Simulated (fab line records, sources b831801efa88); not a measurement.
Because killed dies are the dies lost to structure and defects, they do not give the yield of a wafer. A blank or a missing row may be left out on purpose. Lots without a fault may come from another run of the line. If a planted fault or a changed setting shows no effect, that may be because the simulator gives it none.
Which tool was responsible?	flow sky130	24 lots with 72 wafers sampled at 5 steps, on a route of 708 steps

WHAT THE GAUGES READ, wafer by wafer
SKY_LOCAL_INTERCONNECT_CD_MEAS_11: target cd 170 nm. Usual: cd_nm at 170.6 nm, with a standard deviation of 1.6.
lot	measured	on	cd_nm (nm)	flag
L074	day 29 19:52	cd_sem-01	172.7 172.6 171.4	
L076	day 31 00:44	cd_sem-01	170.7 170.6 172.2	
L075	day 31 07:11	cd_sem-02	172.1 172.2 170.5	
L078	day 31 13:47	cd_sem-01	171.7 170.5 171.5	
L077	day 31 19:17	cd_sem-02	168.4 172.4 170.9	
L079	day 32 06:49	cd_sem-01	169.8 170.5 168.7	
L080	day 32 10:53	cd_sem-02	168.3 169.1 169.0	
L081	day 32 15:31	cd_sem-02	170.3 170.0 170.7	
L082	day 32 22:49	cd_sem-02	172.8 171.9 174.8	
L083	day 33 05:23	cd_sem-01	171.2 171.4 169.8	
L084	day 34 01:08	cd_sem-02	170.2 170.2 172.7	
L085	day 34 03:27	cd_sem-01	168.6 168.0 169.3	
L086	day 34 03:44	cd_sem-01	168.6 169.9 168.3	
L087	day 34 06:53	cd_sem-02	168.9 168.5 169.3	
L088	day 34 17:44	cd_sem-02	169.4 170.7 170.1	
L090	day 35 18:50	cd_sem-02	168.6 167.4 166.9	
L089	day 35 20:08	cd_sem-02	172.2 173.3 173.2	
L091	day 36 03:48	cd_sem-02	169.2 170.5 171.5	
L093	day 36 10:08	cd_sem-02	170.9 171.1 169.6	
L094	day 36 10:57	cd_sem-02	170.6 171.4 171.3	
L092	day 36 12:32	cd_sem-02	172.5 170.8 171.7	
L096	day 37 00:41	cd_sem-02	170.5 168.6 170.8	
L095	day 37 02:41	cd_sem-02	172.4 171.9 171.5	
L097	day 37 18:34	cd_sem-02	170.3 172.3 170.2	

SKY_METAL2_CD_MEAS_15: target cd 140 nm. Usual: cd_nm at 139.7 nm, with a standard deviation of 1.8.
lot	measured	on	cd_nm (nm)	flag
L074	day 34 13:13	cd_sem-01	139.9 138.9 140.6	
L076	day 35 12:08	cd_sem-01	140.8 140.2 140.6	
L075	day 35 17:44	cd_sem-02	140.8 141.5 139.8	
L078	day 35 23:47	cd_sem-02	139.8 142.0 142.2	
L077	day 36 07:17	cd_sem-02	135.3 136.7 136.1	
L079	day 36 19:07	cd_sem-02	140.3 141.9 140.6	
L080	day 36 20:02	cd_sem-02	138.4 137.9 137.8	
L081	day 37 01:04	cd_sem-02	138.5 137.8 137.1	
L082	day 37 06:47	cd_sem-02	140.5 139.9 139.7	
L083	day 37 15:12	cd_sem-02	137.4 138.4 139.7	
L084	day 38 10:19	cd_sem-01	141.5 141.6 141.2	
L085	day 38 11:00	cd_sem-02	143.7 143.2 143.4	
L086	day 38 11:29	cd_sem-02	140.8 141.6 140.9	
L087	day 38 15:52	cd_sem-02	140.5 142.5 141.3	
L088	day 39 01:38	cd_sem-02	138.9 138.8 137.3	
L090	day 40 07:05	cd_sem-02	140.6 140.5 140.8	
L089	day 40 08:59	cd_sem-02	138.2 138.2 138.9	
L091	day 40 16:03	cd_sem-01	140.8 139.8 140.5	
L093	day 40 21:53	cd_sem-02	137.1 138.3 137.8	
L094	day 40 22:47	cd_sem-01	142.6 142.1 141.6	
L092	day 40 23:38	cd_sem-01	138.1 136.6 137.1	
L096	day 41 11:26	cd_sem-01	138.9 138.3 140.3	
L095	day 41 12:26	cd_sem-01	137.8 139.0 139.9	
L097	day 42 01:40	cd_sem-01	138.3 136.0 137.8	

WHICH TOOL RAN EACH LOT (tool, then ch and the chambers of the sampled wafers, then the start)
lot	SKY_METAL1_SPUTTER_00	SKY_METAL1_SPUTTER_01	SKY_METAL2_SPUTTER_04
L074	pvd_sputter-03, day 31 02:37	pvd_sputter-03, day 31 02:38	pvd_sputter-03, day 33 12:34
L076	pvd_sputter-03, day 32 06:54	pvd_sputter-03, day 32 06:55	pvd_sputter-01, day 34 12:48
L075	pvd_sputter-02, day 32 12:55	pvd_sputter-02, day 32 12:56	pvd_sputter-01, day 34 19:13
L078	pvd_sputter-01, day 32 20:39	pvd_sputter-01, day 32 20:41	pvd_sputter-01, day 35 01:02
L077	pvd_sputter-02, day 33 02:17	pvd_sputter-02, day 33 02:19	pvd_sputter-01, day 35 06:09
L079	pvd_sputter-02, day 33 12:42	pvd_sputter-02, day 33 12:43	pvd_sputter-03, day 35 16:09
L080	pvd_sputter-01, day 33 15:46	pvd_sputter-01, day 33 15:47	pvd_sputter-01, day 35 17:48
L081	pvd_sputter-02, day 33 20:27	pvd_sputter-02, day 33 20:28	pvd_sputter-01, day 35 22:45
L082	pvd_sputter-01, day 34 03:40	pvd_sputter-01, day 34 03:41	pvd_sputter-04, day 36 07:25
L083	pvd_sputter-03, day 34 09:28	pvd_sputter-03, day 34 09:29	pvd_sputter-03, day 36 12:41
L084	pvd_sputter-01, day 35 04:24	pvd_sputter-01, day 35 04:26	pvd_sputter-03, day 37 08:02
L085	pvd_sputter-03, day 35 05:46	pvd_sputter-03, day 35 05:47	pvd_sputter-03, day 37 08:46
L086	pvd_sputter-02, day 35 05:53	pvd_sputter-02, day 35 05:54	pvd_sputter-01, day 37 09:01
L087	pvd_sputter-01, day 35 08:46	pvd_sputter-01, day 35 08:47	pvd_sputter-04, day 37 14:48
L088	pvd_sputter-02, day 35 18:34	pvd_sputter-02, day 35 18:35	pvd_sputter-04, day 38 01:13
L090	pvd_sputter-01, day 36 23:53	pvd_sputter-01, day 36 23:55	pvd_sputter-03, day 39 07:09
L089	pvd_sputter-02, day 37 01:19	pvd_sputter-02, day 37 01:20	pvd_sputter-03, day 39 08:06
L091	pvd_sputter-01, day 37 07:37	pvd_sputter-01, day 37 07:38	pvd_sputter-01, day 39 14:48
L093	pvd_sputter-02, day 37 15:58	pvd_sputter-02, day 37 15:59	pvd_sputter-03, day 39 21:41
L094	pvd_sputter-03, day 37 16:17	pvd_sputter-03, day 37 16:18	pvd_sputter-04, day 39 22:19
L092	pvd_sputter-03, day 37 18:01	pvd_sputter-03, day 37 18:02	pvd_sputter-01, day 39 23:30
L096	pvd_sputter-01, day 38 06:22	pvd_sputter-01, day 38 06:24	pvd_sputter-03, day 40 11:15
L095	pvd_sputter-03, day 38 08:46	pvd_sputter-03, day 38 08:47	pvd_sputter-01, day 40 13:02
L097	pvd_sputter-02, day 38 22:13	pvd_sputter-02, day 38 22:15	pvd_sputter-04, day 41 01:39
- SKY_METAL1_SPUTTER_00: material Ti, target thk 15 nm, time 10 s.
- SKY_METAL1_SPUTTER_01: material TiN, target thk 20 nm, time 16.7 s.
- SKY_METAL2_SPUTTER_04: material TiN, target thk 70 nm, time 58.3 s.

AS READ BY THE TOOLS THEMSELVES (means over the sampled wafers that have a number; for cases with no such wafer, the mark the record gives instead)
SKY_METAL1_SPUTTER_00. Usual: throttle_valve_pct at 30.4 %, with a standard deviation of 1.5.
lot	tool	throttle_valve_pct (%)	flag
L074	pvd_sputter-03	32.0	
L076	pvd_sputter-03	31.4	
L075	pvd_sputter-02	29.0	
L078	pvd_sputter-01	31.1	
L077	pvd_sputter-02	28.4	
L079	pvd_sputter-02	28.9	
L080	pvd_sputter-01	30.4	
L081	pvd_sputter-02	28.9	
L082	pvd_sputter-01	31.3	
L083	pvd_sputter-03	31.8	
L084	pvd_sputter-01	32.2	
L085	pvd_sputter-03	31.4	
L086	pvd_sputter-02	29.0	
L087	pvd_sputter-01	31.3	
L088	pvd_sputter-02	29.1	
L090	pvd_sputter-01	32.2	
L089	pvd_sputter-02	29.5	
L091	pvd_sputter-01	31.4	
L093	pvd_sputter-02	29.5	
L094	pvd_sputter-03	30.2	
L092	pvd_sputter-03	31.4	
L096	pvd_sputter-01	30.6	
L095	pvd_sputter-03	31.9	
L097	pvd_sputter-02	29.5	

SKY_METAL1_SPUTTER_01. Usual: throttle_valve_pct at 30.4 %, with a standard deviation of 1.5.
lot	tool	throttle_valve_pct (%)	flag
L074	pvd_sputter-03	32.0	
L076	pvd_sputter-03	31.4	
L075	pvd_sputter-02	29.0	
L078	pvd_sputter-01	31.3	
L077	pvd_sputter-02	28.3	
L079	pvd_sputter-02	29.0	
L080	pvd_sputter-01	30.3	
L081	pvd_sputter-02	29.0	
L082	pvd_sputter-01	31.1	
L083	pvd_sputter-03	31.8	
L084	pvd_sputter-01	32.2	
L085	pvd_sputter-03	31.4	
L086	pvd_sputter-02	28.9	
L087	pvd_sputter-01	31.3	
L088	pvd_sputter-02	29.1	
L090	pvd_sputter-01	32.0	
L089	pvd_sputter-02	29.6	
L091	pvd_sputter-01	31.3	
L093	pvd_sputter-02	29.5	
L094	pvd_sputter-03	30.2	
L092	pvd_sputter-03	31.2	
L096	pvd_sputter-01	30.5	
L095	pvd_sputter-03	31.6	
L097	pvd_sputter-02	29.4	

SKY_METAL2_SPUTTER_04. Usual: throttle_valve_pct at 30.8 %, with a standard deviation of 1.2.
lot	tool	throttle_valve_pct (%)	flag
L074	pvd_sputter-03	31.6	
L076	pvd_sputter-01	31.2	
L075	pvd_sputter-01	31.3	
L078	pvd_sputter-01	30.3	
L077	pvd_sputter-01	31.3	
L079	pvd_sputter-03	31.0	
L080	pvd_sputter-01	31.3	
L081	pvd_sputter-01	30.5	
L082	pvd_sputter-04	29.7	
L083	pvd_sputter-03	31.8	
L084	pvd_sputter-03	30.9	
L085	pvd_sputter-03	30.9	
L086	pvd_sputter-01	31.0	
L087	pvd_sputter-04	29.5	
L088	pvd_sputter-04	29.3	
L090	pvd_sputter-03	31.9	
L089	pvd_sputter-03	31.3	
L091	pvd_sputter-01	31.3	
L093	pvd_sputter-03	31.4	
L094	pvd_sputter-04	30.0	
L092	pvd_sputter-01	30.4	
L096	pvd_sputter-03	31.7	
L095	pvd_sputter-01	30.4	
L097	pvd_sputter-04	30.1	

THE ANSWER, worked out from the rows above alone
Rule: lot off if the mean of its wafers having a number is beyond 3 standard deviations from the usual mean. Also off: a lot with no number at a reading for which 4 or more lots have one. The other lots that the step has rows for count as sound. Order of review: gauges by route order, followed by the tools' own readings, for which a lot's mean as printed above is used. The first step at which some lot is off is used, and at that step the reading that is off furthest; a lot without a number counts as furthest.
No lot is off at any reading shown: from this, nothing can be told.

WHAT HAD BEEN PUT IN BY THE SIMULATOR
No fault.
